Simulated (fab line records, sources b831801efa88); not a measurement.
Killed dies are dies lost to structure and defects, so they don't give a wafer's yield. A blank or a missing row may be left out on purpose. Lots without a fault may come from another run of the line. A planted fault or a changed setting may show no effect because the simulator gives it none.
fab line records | flow gf180mcu
record lots=5 wafers=15 last_day=33
route steps=602 shown MIM@525 M5@526 V5@540
lots that met no fault: from a run of the same line without faults
start_h: hours from the record's first day to the start of the lot's first wafer shown | wait_h: hours since the lot's step before | " the same as in the row above | L1.1+2: a row that stands for several wafers | - no value, or no start given | * or withheld: withheld | < > ~ a bound
route shown NAME@n: a module of which the file shows steps, and the number in the route of the first | usual: mean/standard deviation of fault-free wafers | same: alike in all rows | chamber/n: place in a boat | sites: the reading at each site | _std_site: their standard deviation | _edge_site: outer sites' mean less inner sites' | radius_mm: how far each site lies from the wafer's centre | mask NAME#n: copy n | behind: the tool/chamber that last shaped the wafer | hold: why the lot was held/for how many hours/how that ended | device: the transistor (n, p or np) that didn't switch | end of line: the same wafers' tests at the end of the route | a step without rows: its recipe alone | killed: dies lost to structure and defects at the first sort, not the wafer's yield | map: a wafer's dies, x killed, . not, _ none there
set.NAME: the setting as run; set.NAME@STEP: as run at that earlier step | model.NAME: the simulator's own value behind a step, which no gauge read
lots at some steps of the route; a table a step, a row a wafer
services: from which hour (start_h, from the record's first day; less than 0 if before it) a tool's chamber was out of use, for how many hours, and why
## steps
# step GF_MIM_CLEAN_22
# recipe chemistry=DIW dry=n2_spin
# columns lot.wafer tool chamber start_h wait_h
L074.1+3+5 wet_bench-03 1 578.15 0.0
L076.1+2+4 wet_bench-04 0 604.07 0.0
L082.1+5+6 wet_bench-03 0 651.92 0.0
L091.3+4+5 wet_bench-03 1 712.89 0.0
L094.2+3+5 wet_bench-02 1 732.04 0.0
# step GF_M5_DEHYDRATE_00
# recipe temp_c=200 time_s=60
# same time_s=60
# columns lot.wafer tool chamber start_h wait_h
L074.1+3+5 litho_track-04 0 588.44 10.1
L076.1+2+4 litho_track-04 0 613.74 9.6
L082.1+5+6 litho_track-04 0 661.54 9.5
L091.3+4+5 litho_track-01 0 721.32 8.3
L094.2+3+5 litho_track-04 0 740.02 7.9
# step GF_M5_HMDS_01
# recipe prime_time_s=60 prime_temp_c=120
# columns lot.wafer tool chamber start_h wait_h
L074.1+3+5 litho_track-04 0 588.59 0.1
L076.1+2+4 litho_track-04 0 613.89 0.1
L082.1+5+6 litho_track-04 0 661.69 0.1
L091.3+4+5 litho_track-01 0 721.47 0.1
L094.2+3+5 litho_track-04 0 740.17 0.1
# step GF_M5_COAT_02
# recipe resist=KrF spin_rpm=withheld resist_thk_nm=1000
# columns lot.wafer tool chamber start_h wait_h
L074.1+3+5 litho_track-04 0 588.74 0.1
L076.1+2+4 litho_track-04 0 614.04 0.1
L082.1+5+6 litho_track-04 0 661.84 0.1
L091.3+4+5 litho_track-01 0 721.62 0.1
L094.2+3+5 litho_track-04 0 740.32 0.1
# step GF_M5_SOFTBAKE_03
# recipe temp_c=130 time_s=60 resist=KrF
# same time_s=60
# columns lot.wafer tool chamber start_h wait_h
L074.1+3+5 litho_track-04 0 588.89 0.1
L076.1+2+4 litho_track-04 0 614.19 0.1
L082.1+5+6 litho_track-04 0 661.99 0.1
L091.3+4+5 litho_track-01 0 721.77 0.1
L094.2+3+5 litho_track-04 0 740.47 0.1
# step GF_M5_EXPOSE_04
# recipe mask_id=Metal5 target_cd_nm=280 na=0.68 source_shape=conventional sigma_outer=0.6 dose_mj=28
# columns lot.wafer tool chamber start_h wait_h mask
L074.1+3+5 krf_scanner-02 0 - - Metal5#0
L076.1+2+4 krf_scanner-02 0 - - Metal5#0
L082.1+5+6 krf_scanner-01 0 - - Metal5#0
L091.3+4+5 krf_scanner-01 0 - - Metal5#0
L094.2+3+5 krf_scanner-02 0 - - Metal5#0
# step GF_M5_PEB_05
# recipe peb_temp_c=135 peb_time_s=90 resist=KrF
# columns lot.wafer tool chamber start_h wait_h
L074.1+3+5 litho_track-01 0 - -
L076.1+2+4 litho_track-02 0 - -
L082.1+5+6 litho_track-04 0 - -
L091.3+4+5 litho_track-02 0 - -
L094.2+3+5 litho_track-02 0 - -
# step GF_M5_DEVELOP_06
# recipe develop_time_s=60 dev_temp_c=21
# usual developer_temp_C=20.99/0.1
# same develop_time_s=60
# columns lot.wafer tool chamber start_h wait_h developer_temp_C
L074.1 litho_track-01 0 599.53 0.2 20.95
L074.3 " 0 " " 21.05
L074.5 " 0 " " 21.02
L076.1 litho_track-02 0 624.01 0.2 21.02
L076.2 " 0 " " 21.05
L076.4 " 0 " " 20.92
L082.1 litho_track-04 0 671.39 0.2 21.04
L082.5 " 0 " " 21.09
L082.6 " 0 " " 20.94
L091.3 litho_track-02 0 730.36 0.1 21.24
L091.4 " 0 " " 21.06
L091.5 " 0 " " 20.96
L094.2 litho_track-02 0 748.23 0.2 21.01
L094.3 " 0 " " 21.05
L094.5 " 0 " " 21.05
# step GF_M5_CD_MEAS_07
# recipe target_cd_nm=280
# usual cd_nm=280.4/1.1
# columns lot.wafer tool chamber start_h wait_h cd_nm
L074.1 cd_sem-02 - 599.68 0.1 280.1
L074.3 " - " " 280.8
L074.5 " - " " 281.5
L076.1 cd_sem-01 - 624.16 0.1 279.4
L076.2 " - " " 280.8
L076.4 " - " " 279.0
L082.1 cd_sem-01 - 671.54 0.1 281.2
L082.5 " - " " 280.3
L082.6 " - " " 280.2
L091.3 cd_sem-02 - 730.50 0.1 281.5
L091.4 " - " " 281.2
L091.5 " - " " 279.9
L094.2 cd_sem-02 - 748.38 0.1 280.5
L094.3 " - " " 279.7
L094.5 " - " " 279.9
# step GF_M5_OVL_MEAS_08
# usual M5_OVL=1/4.6
# columns lot.wafer tool chamber start_h wait_h M5_OVL[nm]
L074.1 overlay-01 - 599.80 0.1 -4
L074.3 " - " " -2
L074.5 " - " " 0
L076.1 overlay-01 - 624.28 0.1 -3
L076.2 " - " " 0
L076.4 " - " " 9
L082.1 overlay-02 - 671.66 0.1 3
L082.5 " - " " 6
L082.6 " - " " 2
L091.3 overlay-02 - 730.59 0.1 -11
L091.4 " - " " 0
L091.5 " - " " 0
L094.2 overlay-02 - 748.49 0.1 9
L094.3 " - " " -1
L094.5 " - " " 0
# step GF_M5_ETCH_09
# recipe chemistry=CF4/O2 target=Si3N4 target_depth_nm=52 source_w=800 bias_w=150 pressure_mtorr=150 cf4_flow_sccm=80 O2_flow_sccm=10 time_s=11.6
# usual drypump_motor_current_A=5.9/0.37 oes_product_au=1.003/0.0076 throttle_valve_pct=5.970/0.0093
# same time_s=11.6
# columns lot.wafer tool chamber start_h wait_h drypump_motor_current_A oes_product_au rf_hours_counter_h throttle_valve_pct
L074.1 rie_diel-02 2 599.83 0.0 6.2 1.006 2 5.957
L074.3 " 3 " " 5.6 1.010 1 5.975
L074.5 " 3 " " 5.6 1.013 - 5.967
L076.1 rie_diel-01 2 624.32 0.0 6.0 0.987 32 5.973
L076.2 " 1 " " 5.2 0.992 2 5.969
L076.4 " 3 " " 6.5 1.010 7 5.973
L082.1 rie_diel-04 3 671.70 0.0 5.1 1.005 14 5.951
L082.5 " 0 " " 6.0 1.015 - 5.986
L082.6 " 1 " " 5.4 0.991 - 5.975
L091.3 rie_diel-01 0 730.62 0.0 6.3 1.015 20 5.969
L091.4 " 1 " " 5.2 1.006 6 5.971
L091.5 " 3 " " 6.5 1.013 - 5.983
L094.2 rie_diel-02 0 748.52 0.0 6.2 1.006 27 5.956
L094.3 " 2 " " 6.1 0.998 8 5.970
L094.5 " 0 " " 6.2 1.000 - 5.975
# step GF_M5_METAL_ETCH_10
# recipe chemistry=Cl2/BCl3 mask_material=KrF target_depth_nm=627.5 stop_on=SiO2 pressure_mtorr=8 icp_w=800 bias_w=140 Cl2_flow_sccm=80 bcl3_flow_sccm=40 time_s=104.6
# usual drypump_motor_current_A=5.7/0.35 oes_product_au=0.972/0.0065 throttle_valve_pct=28.250/0.011
# same time_s=104.6
# columns lot.wafer tool chamber start_h wait_h drypump_motor_current_A oes_product_au rf_hours_counter_h throttle_valve_pct
L074.1 rie_metal-01 0 599.85 0.0 6.0 0.972 0.9 28.262
L074.3 " 0 " " 6.1 0.969 - 28.236
L074.5 " 0 " " 6.1 0.971 - 28.253
L076.1 rie_metal-02 0 624.34 0.0 6.3 0.973 11.3 28.247
L076.2 " 1 " " 5.5 0.967 2.7 28.249
L076.4 " 1 " " 5.5 0.974 - 28.246
L082.1 rie_metal-04 1 671.72 0.0 5.6 0.978 5.4 28.247
L082.5 " 0 " " 5.8 0.983 - 28.250
L082.6 " 1 " " 5.6 0.985 - 28.234
L091.3 rie_metal-02 0 730.68 0.0 6.3 0.967 - 28.253
L091.4 " 1 " " 5.5 0.969 - 28.222
L091.5 " 0 " " 6.3 0.963 - 28.263
L094.2 rie_metal-01 0 748.54 0.0 6.0 0.975 6.8 28.246
L094.3 " 1 " " 5.1 0.982 - 28.221
L094.5 " 1 " " 5.1 0.967 - 28.255
# step GF_M5_STRIP_11
# recipe chemistry=O2/N2 power_w=1400 pressure_mtorr=1500 platen_temp_c=250 o2_flow_sccm=3000 n2_flow_sccm=300 overash_fraction=0.5
# usual drypump_motor_current_A=5.8/0.41 heater_power_w=329/21 n2_flow_sccm=300.1/0.94 oes_product_au=0.544/0.0051 strip_time_to_endpoint_s=7.54/0.045
# columns lot.wafer tool chamber start_h wait_h drypump_motor_current_A heater_power_w n2_flow_sccm oes_product_au rf_hours_counter_h strip_time_to_endpoint_s
L074.1 plasma_asher-03 1 599.97 0.1 5.5 355 299.5 0.540 16 7.62
L074.3 " 1 " " 5.5 360 300.5 0.549 - 7.58
L074.5 " 1 " " 5.5 360 301.3 0.544 - 7.59
L076.1 plasma_asher-04 0 624.45 0.1 5.2 306 299.4 0.544 102 7.52
L076.2 " 1 " " 5.2 301 301.3 0.543 102 7.58
L076.4 " 1 " " 5.2 310 299.9 0.545 - 7.61
L082.1 plasma_asher-04 0 671.83 0.1 5.2 313 300.4 0.548 108 7.51
L082.5 " 1 " " 5.2 300 299.9 0.545 - 7.56
L082.6 " 0 " " 5.2 308 298.7 0.541 - 7.50
L091.3 plasma_asher-02 0 730.78 0.1 5.8 301 299.7 0.536 - 7.52
L091.4 " 1 " " 6.4 340 300.6 0.535 - 7.53
L091.5 " 0 " " 5.8 307 299.7 0.553 - 7.56
L094.2 plasma_asher-04 0 748.65 0.1 5.2 320 299.6 0.548 1 7.52
L094.3 " 1 " " 5.2 301 299.4 0.541 - 7.49
L094.5 " 0 " " 5.2 319 299.6 0.553 - 7.52
# step GF_M5_STRIP_12
# recipe chemistry=post_etch_residue_remover time_s=1200 temp_c=72.5
# same time_s=1200
# columns lot.wafer tool chamber start_h wait_h
L074.1+3+5 wet_bench-01 3 600.07 0.1
L076.1+2+4 wet_bench-03 1 624.55 0.1
L082.1+5+6 wet_bench-01 3 671.93 0.1
L091.3+4+5 wet_bench-03 2 730.85 0.0
L094.2+3+5 wet_bench-03 3 748.75 0.1
# step GF_M5_CLEAN_13
# recipe chemistry=DIW dry=n2_spin
# columns lot.wafer tool chamber start_h wait_h
L074.1+3+5 wet_bench-01 0 600.41 0.0
L076.1+2+4 wet_bench-01 2 624.96 0.0
L082.1+5+6 wet_bench-03 1 672.34 0.0
L091.3+4+5 wet_bench-01 1 731.19 0.0
L094.2+3+5 wet_bench-01 2 749.09 0.0
# step GF_V5_CVD_00
# recipe material=SiO2 target_thk_nm=300 sigma_open_frac=0.3 temp_c=400 time_s=50 sih4_flow_sccm=60 pressure_mtorr=6
# same time_s=50
# columns lot.wafer tool chamber start_h wait_h
L074.1+3+5 hdpcvd-01 1,2,1 600.50 0.0
L076.1+2+4 hdpcvd-02 1,0,0 625.05 0.0
L082.1+5+6 hdpcvd-01 0,0,1 672.43 0.0
L091.3+4+5 hdpcvd-02 1,1,2 731.30 0.0
L094.2+3+5 hdpcvd-02 1,0,0 749.19 0.0
# step GF_V5_THK_MEAS_01
# recipe reads=SiO2_of_V5_CVD_00
# usual V5_CVD_00_THK=299/3.5
# columns lot.wafer tool chamber start_h wait_h V5_CVD_00_THK[nm]
L074.1 film_metro-04 - 600.54 0.0 303
L074.3 " - " " 302
L074.5 " - " " 307
L076.1 film_metro-01 - 625.10 0.0 299
L076.2 " - " " 302
L076.4 " - " " 302
L082.1 film_metro-02 - 672.48 0.0 295
L082.5 " - " " 295
L082.6 " - " " 299
L091.3 film_metro-01 - 731.37 0.0 296
L091.4 " - " " 298
L091.5 " - " " 301
L094.2 film_metro-01 - 749.25 0.0 298
L094.3 " - " " 298
L094.5 " - " " 302
# step GF_V5_CVD_02
# recipe material=SiO2 target_thk_nm=1450 precursor=TEOS temp_c=400 time_s=163.28 rf_w=600
# usual heater_power_w=681/120
# same time_s=163.28
# columns lot.wafer tool chamber start_h wait_h heater_power_w
L074.1 pecvd-03 2 600.60 0.1 604
L074.3 " 1 " " 718
L074.5 " 1 " " 582
L076.1 pecvd-02 0 625.16 0.1 702
L076.2 " 1 " " 701
L076.4 " 2 " " 686
L082.1 pecvd-04 0 672.54 0.1 836
L082.5 " 1 " " 623
L082.6 " 2 " " 659
L091.3 pecvd-02 0 731.41 0.0 794
L091.4 " 0 " " 655
L091.5 " 1 " " 716
L094.2 pecvd-03 0 749.30 0.0 557
L094.3 " 1 " " 611
L094.5 " 0 " " 597
# step GF_V5_THK_MEAS_03
# recipe reads=SiO2_of_V5_CVD_02
# usual V5_CVD_02_THK=1459/20
# columns lot.wafer tool chamber start_h wait_h V5_CVD_02_THK[nm]
L074.1 film_metro-01 - 600.71 0.1 1459
L074.3 " - " " 1499
L074.5 " - " " 1521
L076.1 film_metro-04 - 625.26 0.1 1424
L076.2 " - " " 1440
L076.4 " - " " 1451
L082.1 film_metro-01 - 672.65 0.1 1447
L082.5 " - " " 1480
L082.6 " - " " 1477
L091.3 film_metro-04 - 731.53 0.1 1408
L091.4 " - " " 1433
L091.5 " - " " 1453
L094.2 film_metro-02 - 749.41 0.1 1445
L094.3 " - " " 1456
L094.5 " - " " 1471
# step GF_V5_CMP_04
# recipe material=SiO2 down_force_psi=4 platen_rpm=60 pad_velocity_m_s=0.94248
# usual motor_current_A=11.8/0.8 slurry_flow_ml_min=150.0/0.44
# columns lot.wafer tool chamber start_h wait_h motor_current_A slurry_flow_ml_min
L074.1 cmp-02 0 600.77 0.1 11.2 150.2
L074.3 " 2 " " 11.8 150.2
L074.5 " 0 " " 11.8 149.7
L076.4 cmp-02 3 625.41 0.1 11.8 150.6
L076.1 " 1 " " 11.4 149.9
L076.2 " 2 " " 11.1 148.9
L082.1 cmp-02 0 672.86 0.2 11.9 149.8
L082.5 " 1 " " 11.3 150.9
L082.6 " 2 " " 11.4 150.1
L091.3 cmp-01 1 731.57 0.0 12.9 149.8
L091.4 " 3 " " 10.2 149.7
L091.5 " 2 " " 12.6 149.9
L094.2 cmp-01 0 749.84 0.4 13.9 150.4
L094.3 " 1 " " 12.3 149.7
L094.5 " 2 " " 12.0 150.3
# step GF_V5_BOW_MEAS_05
# recipe mode=bow
# usual V5_BOW=130/10
# columns lot.wafer tool chamber start_h wait_h V5_BOW[um]
L074.1 film_metro-02 - 601.07 0.2 141
L074.3 " - " " 139
L074.5 " - " " 130
L076.1 film_metro-04 - 625.71 0.1 144
L076.2 " - " " 147
L076.4 " - " " 143
L082.1 film_metro-02 - 673.01 0.1 127
L082.5 " - " " 133
L082.6 " - " " 125
L091.3 film_metro-01 - 731.91 0.3 125
L091.4 " - " " 134
L091.5 " - " " 128
L094.2 film_metro-01 - 750.06 0.2 120
L094.3 " - " " 131
L094.5 " - " " 119
# step GF_V5_DEHYDRATE_06
# recipe temp_c=200 time_s=60
# same time_s=60
# columns lot.wafer tool chamber start_h wait_h
L074.1+3+5 litho_track-02 0 610.56 9.5
L076.1+2+4 litho_track-02 0 635.86 10.1
L082.1+5+6 litho_track-02 0 681.51 8.5
L091.3+4+5 litho_track-03 0 739.78 7.9
L094.2+3+5 litho_track-01 0 758.00 7.9
# step GF_V5_HMDS_07
# recipe prime_time_s=60 prime_temp_c=120
# columns lot.wafer tool chamber start_h wait_h
L074.1+3+5 litho_track-02 0 610.71 0.1
L076.1+2+4 litho_track-02 0 636.01 0.1
L082.1+5+6 litho_track-02 0 681.66 0.1
L091.3+4+5 litho_track-03 0 739.93 0.1
L094.2+3+5 litho_track-01 0 758.15 0.1
# step GF_V5_COAT_08
# recipe resist=BARC temp_c=withheld time_s=withheld spin_rpm=withheld resist_thk_nm=withheld
# columns lot.wafer tool chamber start_h wait_h
L074.1+3+5 litho_track-02 0 610.86 0.1
L076.1+2+4 litho_track-02 0 636.16 0.1
L082.1+5+6 litho_track-02 0 681.81 0.1
L091.3+4+5 litho_track-03 0 740.08 0.1
L094.2+3+5 litho_track-01 0 758.30 0.1
# step GF_V5_COAT_09
# recipe resist=KrF spin_rpm=withheld resist_thk_nm=1000
# columns lot.wafer tool chamber start_h wait_h
L074.1+3+5 litho_track-02 0 - -
L076.1+2+4 litho_track-02 0 - -
L082.1+5+6 litho_track-02 0 - -
L091.3+4+5 litho_track-03 0 - -
L094.2+3+5 litho_track-01 0 - -
# step GF_V5_SOFTBAKE_10
# recipe temp_c=130 time_s=60 resist=KrF
# same time_s=60
# columns lot.wafer tool chamber start_h wait_h
L074.1+3+5 litho_track-02 0 - -
L076.1+2+4 litho_track-02 0 - -
L082.1+5+6 litho_track-02 0 - -
L091.3+4+5 litho_track-03 0 - -
L094.2+3+5 litho_track-01 0 - -
# step GF_V5_EXPOSE_11
# recipe mask_id=Via5 target_cd_nm=260 na=0.68 source_shape=conventional sigma_outer=0.6 dose_mj=38
# columns lot.wafer tool chamber start_h wait_h mask
L074.1+3+5 krf_scanner-01 0 - - Via5#0
L076.1+2+4 krf_scanner-01 0 - - Via5#0
L082.1+5+6 krf_scanner-02 0 - - Via5#0
L091.3+4+5 krf_scanner-01 0 - - Via5#0
L094.2+3+5 krf_scanner-01 0 - - Via5#0
# step GF_V5_PEB_12
# recipe peb_temp_c=135 peb_time_s=90 resist=KrF
# columns lot.wafer tool chamber start_h wait_h
L074.1+3+5 litho_track-01 0 - -
L076.1+2+4 litho_track-03 0 - -
L082.1+5+6 litho_track-01 0 - -
L091.3+4+5 litho_track-01 0 - -
L094.2+3+5 litho_track-02 0 - -
# step GF_V5_DEVELOP_13
# recipe develop_time_s=60 resist=KrF dev_temp_c=21
# usual developer_temp_C=21.00/0.12
# same develop_time_s=60
# columns lot.wafer tool chamber start_h wait_h developer_temp_C
L074.1 litho_track-01 0 621.78 0.2 21.10
L074.3 " 0 " " 21.03
L074.5 " 0 " " 21.03
L076.1 litho_track-03 0 645.88 0.2 21.00
L076.2 " 0 " " 21.09
L076.4 " 0 " " 20.95
L082.1 litho_track-01 0 691.17 0.2 21.05
L082.5 " 0 " " 21.12
L082.6 " 0 " " 21.23
L091.3 litho_track-01 0 748.07 0.1 20.98
L091.4 " 0 " " 21.10
L091.5 " 0 " " 21.01
L094.2 litho_track-02 0 766.43 0.2 20.92
L094.3 " 0 " " 20.92
L094.5 " 0 " " 20.93
# step GF_V5_CD_MEAS_14
# recipe target_cd_nm=260
# usual cd_nm=260.1/1.1
# columns lot.wafer tool chamber start_h wait_h cd_nm
L074.1 cd_sem-02 - 621.93 0.1 260.9
L074.3 " - " " 261.7
L074.5 " - " " 261.4
L076.1 cd_sem-02 - 646.03 0.1 260.8
L076.2 " - " " 261.6
L076.4 " - " " 260.7
L082.1 cd_sem-02 - 691.32 0.1 258.3
L082.5 " - " " 258.3
L082.6 " - " " 259.5
L091.3 cd_sem-01 - 748.21 0.1 260.5
L091.4 " - " " 260.4
L091.5 " - " " 260.7
L094.2 cd_sem-01 - 766.58 0.1 261.1
L094.3 " - " " 260.6
L094.5 " - " " 260.9
# step GF_V5_OVL_MEAS_15
# usual V5_OVL=1/4.4
# columns lot.wafer tool chamber start_h wait_h V5_OVL[nm]
L074.1 overlay-01 - 622.08 0.1 2
L074.3 " - " " -2
L074.5 " - " " 0
L076.1 overlay-02 - 646.15 0.1 -3
L076.2 " - " " -8
L076.4 " - " " -6
L082.1 overlay-02 - 691.44 0.1 11
L082.5 " - " " 4
L082.6 " - " " 8
L091.3 overlay-01 - 748.31 0.1 -1
L091.4 " - " " -2
L091.5 " - " " -1
L094.2 overlay-01 - 766.69 0.1 1
L094.3 " - " " 4
L094.5 " - " " 5
# step GF_V5_ETCH_16
# recipe chemistry=N2/H2 target_depth_a=withheld overetch_a=withheld time_s=withheld target=BARC ion_energy_ev=200 source_w=500 bias_w=100 pressure_mtorr=30 n2_flow_sccm=100 h2_flow_sccm=200
# usual drypump_motor_current_A=5.8/0.5 n2_flow_sccm=100.0/0.31 oes_product_au=0.856/0.0048 throttle_valve_pct=13.225/0.0085
# columns lot.wafer tool chamber start_h wait_h drypump_motor_current_A n2_flow_sccm oes_product_au throttle_valve_pct
L074.1 rie_diel-02 1 622.12 0.0 5.8 100.1 0.853 13.231
L074.3 " 3 " " 5.6 100.1 0.858 13.229
L074.5 " 2 " " 6.1 99.8 0.854 13.232
L076.1 rie_diel-01 1 646.19 0.0 5.3 100.3 0.850 13.232
L076.2 " 0 " " 6.2 100.1 0.853 13.222
L076.4 " 3 " " 6.5 100.3 0.851 13.221
L082.1 rie_diel-02 2 691.48 0.0 6.1 100.5 0.860 13.239
L082.5 " 2 " " 6.1 99.6 0.859 13.235
L082.6 " 1 " " 5.8 100.1 0.863 13.230
L091.3 rie_diel-01 3 748.33 0.0 6.5 100.0 0.854 13.223
L091.4 " 0 " " 6.2 99.6 0.854 13.228
L091.5 " 2 " " 6.0 100.0 0.854 13.223
L094.2 rie_diel-02 1 766.72 0.0 5.9 99.7 0.862 13.237
L094.3 " 3 " " 5.6 99.8 0.860 13.212
L094.5 " 0 " " 6.2 100.2 0.852 13.223
# step GF_V5_ETCH_17
# recipe chemistry=C4F8/O2/Ar mask_material=KrF target=SiO2 stop_on=TiN source_w=1500 bias_w=1200 pressure_mtorr=40 c4f8_flow_sccm=withheld O2_flow_sccm=6 Ar_flow_sccm=300 time_s=withheld target_depth_a=8550
# usual oes_product_au=0.860/0.0045
# columns lot.wafer tool chamber start_h wait_h oes_product_au
L074.1 rie_diel-02 1 - - 0.858
L074.3 " 3 " " 0.861
L074.5 " 2 " " 0.858
L076.1 rie_diel-01 1 - - 0.857
L076.2 " 0 " " 0.857
L076.4 " 3 " " 0.866
L082.1 rie_diel-02 2 - - 0.854
L082.5 " 2 " " 0.851
L082.6 " 1 " " 0.866
L091.3 rie_diel-01 3 - - 0.854
L091.4 " 0 " " 0.861
L091.5 " 2 " " 0.861
L094.2 rie_diel-02 1 - - 0.858
L094.3 " 3 " " 0.857
L094.5 " 0 " " 0.862
# step GF_V5_STRIP_18
# recipe chemistry=O2/N2 power_w=1400 pressure_mtorr=1500 platen_temp_c=250 o2_flow_sccm=3000 n2_flow_sccm=300 overash_fraction=0.5
# usual drypump_motor_current_A=5.89/0.29 heater_power_w=334/20 n2_flow_sccm=300.2/0.86 oes_product_au=0.569/0.0051
# columns lot.wafer tool chamber start_h wait_h drypump_motor_current_A heater_power_w n2_flow_sccm oes_product_au rf_hours_counter_h
L074.1 plasma_asher-03 0 622.27 - 6.09 328 299.6 0.568 18
L074.3 " 0 " " 6.10 326 301.2 0.563 -
L074.5 " 1 " " 5.56 364 300.2 0.570 -
L076.1 plasma_asher-02 1 646.34 - 6.35 354 298.5 0.573 55
L076.2 " 0 " " 5.85 307 300.8 0.571 55
L076.4 " 0 " " 5.84 301 299.5 0.564 -
L082.1 plasma_asher-01 0 691.63 - 5.54 358 302.1 0.569 95
L082.5 " 0 " " 5.56 339 300.5 0.568 -
L082.6 " 1 " " 6.07 311 300.1 0.577 -
L091.3 plasma_asher-01 0 748.52 - 5.56 351 297.9 0.571 -
L091.4 " 1 " " 6.11 314 300.4 0.571 -
L091.5 " 1 " " 6.08 326 299.8 0.577 -
L094.2 plasma_asher-03 1 766.87 - 5.55 369 301.2 0.567 32
L094.3 " 0 " " 6.12 335 299.3 0.563 -
L094.5 " 1 " " 5.55 368 300.9 0.569 -
# step GF_V5_STRIP_19
# recipe chemistry=post_etch_residue_remover time_s=1200 temp_c=72.5
# same time_s=1200
# columns lot.wafer tool chamber start_h wait_h
L074.1+3+5 wet_bench-01 1 622.37 0.1
L076.1+2+4 wet_bench-04 1 646.44 0.1
L082.1+5+6 wet_bench-04 0 691.73 0.1
L091.3+4+5 wet_bench-01 2 748.58 0.0
L094.2+3+5 wet_bench-04 1 766.97 0.1
# step GF_V5_CLEAN_20
# recipe chemistry=DIW dry=n2_spin
# columns lot.wafer tool chamber start_h wait_h
L074.1+3+5 wet_bench-04 3 622.71 0.0
L076.1+2+4 wet_bench-01 3 646.79 0.0
L082.1+5+6 wet_bench-04 0 692.08 0.0
L091.3+4+5 wet_bench-04 1 748.96 0.0
L094.2+3+5 wet_bench-02 1 767.34 0.0
# step GF_V5_SPUTTER_21
# recipe material=Ti target_thk_nm=15 chamber_pressure_pa=5 power_w=2500 substrate_temp_c=200 time_s=80.02
# usual substrate_temp_c=199.98/0.15 throttle_valve_pct=29.5/0.73
# same time_s=80.02
# columns lot.wafer tool chamber start_h wait_h substrate_temp_c throttle_valve_pct
L074.1 pvd_sputter-02 - 622.80 0.0 199.77 29.3
L074.3 " - " " 199.90 29.7
L074.5 " - " " 200.04 30.7
L076.1 pvd_sputter-03 - 646.89 0.0 200.16 29.8
L076.2 " - " " 199.75 30.7
L076.4 " - " " 199.98 28.8
L082.1 pvd_sputter-02 - 692.17 0.0 199.94 29.2
L082.5 " - " " 200.20 29.7
L082.6 " - " " 199.89 29.1
L091.3 pvd_sputter-04 - 749.05 0.0 200.16 28.6
L091.4 " - " " 200.26 29.2
L091.5 " - " " 199.94 28.8
L094.2 pvd_sputter-02 - 767.43 0.0 200.04 28.7
L094.3 " - " " 199.97 30.7
L094.5 " - " " 200.11 30.7
# step GF_V5_SPUTTER_22
# recipe material=TiN target_thk_nm=10 chamber_pressure_pa=5 power_w=4000 time_s=40
# usual throttle_valve_pct=29.5/0.74
# same time_s=40
# columns lot.wafer tool chamber start_h wait_h throttle_valve_pct
L074.1 pvd_sputter-02 - 622.86 0.0 29.1
L074.3 " - " " 29.9
L074.5 " - " " 30.7
L076.1 pvd_sputter-03 - 646.95 0.0 29.6
L076.2 " - " " 30.2
L076.4 " - " " 28.9
L082.1 pvd_sputter-02 - 692.23 0.0 29.2
L082.5 " - " " 29.9
L082.6 " - " " 28.9
L091.3 pvd_sputter-04 - 749.11 0.0 28.6
L091.4 " - " " 29.2
L091.5 " - " " 28.6
L094.2 pvd_sputter-02 - 767.49 0.0 28.5
L094.3 " - " " 30.4
L094.5 " - " " 30.7
# step GF_V5_CVD_23
# recipe material=W target_thk_nm=350 time_s=104.9 temp_c=400 pressure_torr=40
# usual heater_power_w=814/120
# same time_s=104.9
# columns lot.wafer tool chamber start_h wait_h heater_power_w
L074.1 cvd_w-01 0 622.90 0.0 941
L074.3 " 1 " " 666
L074.5 " 1 " " 652
L076.1 cvd_w-02 1 646.99 0.0 763
L076.2 " 0 " " 829
L076.4 " 0 " " 822
L082.1 cvd_w-01 1 692.27 0.0 687
L082.5 " 1 " " 672
L082.6 " 0 " " 952
L091.3 cvd_w-02 0 749.18 0.1 830
L091.4 " 1 " " 767
L091.5 " 1 " " 780
L094.2 cvd_w-02 0 767.53 0.0 836
L094.3 " 0 " " 830
L094.5 " 0 " " 830
# step GF_V5_RS_MEAS_24
# recipe thk_meas_gauge=four-point-probe reads=W_of_V5_CVD_23+TiN_of_V5_SPUTTER_22+Ti_of_V5_SPUTTER_21
# usual V5_W_RS=0.330/0.0042
# columns lot.wafer tool chamber start_h wait_h V5_W_RS[ohm/sq]
L074.1 film_metro-01 - 623.01 0.1 0.335
L074.3 " - " " 0.331
L074.5 " - " " 0.332
L076.1 film_metro-04 - 647.10 0.1 0.325
L076.2 " - " " 0.321
L076.4 " - " " 0.320
L082.1 film_metro-04 - 692.38 0.1 0.332
L082.5 " - " " 0.329
L082.6 " - " " 0.334
L091.3 film_metro-04 - 749.30 0.1 0.324
L091.4 " - " " 0.331
L091.5 " - " " 0.331
L094.2 film_metro-02 - 767.67 0.1 0.332
L094.3 " - " " 0.331
L094.5 " - " " 0.332
# step GF_V5_THK_MEAS_25
# recipe thk_meas_gauge=xrf reads=W_of_V5_CVD_23
# usual V5_W_THK=358/6.9
# columns lot.wafer tool chamber start_h wait_h V5_W_THK[nm]
L074.1 film_metro-01 - 623.13 0.1 343
L074.3 " - " " 344
L074.5 " - " " 347
L076.1 film_metro-04 - 647.22 0.1 365
L076.2 " - " " 368
L076.4 " - " " 371
L082.1 film_metro-04 - 692.50 0.1 356
L082.5 " - " " 358
L082.6 " - " " 351
L091.3 film_metro-04 - 749.40 0.1 368
L091.4 " - " " 358
L091.5 " - " " 360
L094.2 film_metro-02 - 767.78 0.1 358
L094.3 " - " " 361
L094.5 " - " " 357
## services
# columns tool chamber start_h hours kind
rie_diel-02 2 561.04 13.7 repair
krf_scanner-02 - 564.24 4.0 pm
krf_scanner-01 - 565.37 0.4 repair
krf_scanner-02 - 568.65 0.8 pm
krf_scanner-01 - 573.40 0.8 pm
rie_diel-01 3 573.70 5.4 repair
pvd_sputter-02 - 580.18 5.9 repair
krf_scanner-01 - 588.51 1.0 repair
rie_diel-02 3 588.79 3.1 repair
wet_bench-04 - 592.67 1.4 repair
krf_scanner-01 - 613.45 1.0 pm
krf_scanner-02 - 621.83 0.2 repair
krf_scanner-01 - 659.10 0.8 repair
krf_scanner-01 - 674.62 0.7 repair
rie_diel-01 1 678.20 5.8 repair
krf_scanner-02 - 679.57 1.3 pm
krf_scanner-01 - 696.26 4.0 pm
krf_scanner-01 - 700.28 1.3 pm
pvd_sputter-02 - 711.23 4.6 repair
krf_scanner-02 - 714.69 1.0 pm
krf_scanner-01 - 742.20 0.8 pm
rie_diel-02 3 743.39 16.4 repair
rie_diel-01 2 748.97 41.0 repair
rie_diel-02 2 764.14 8.8 repair
## key
fault none
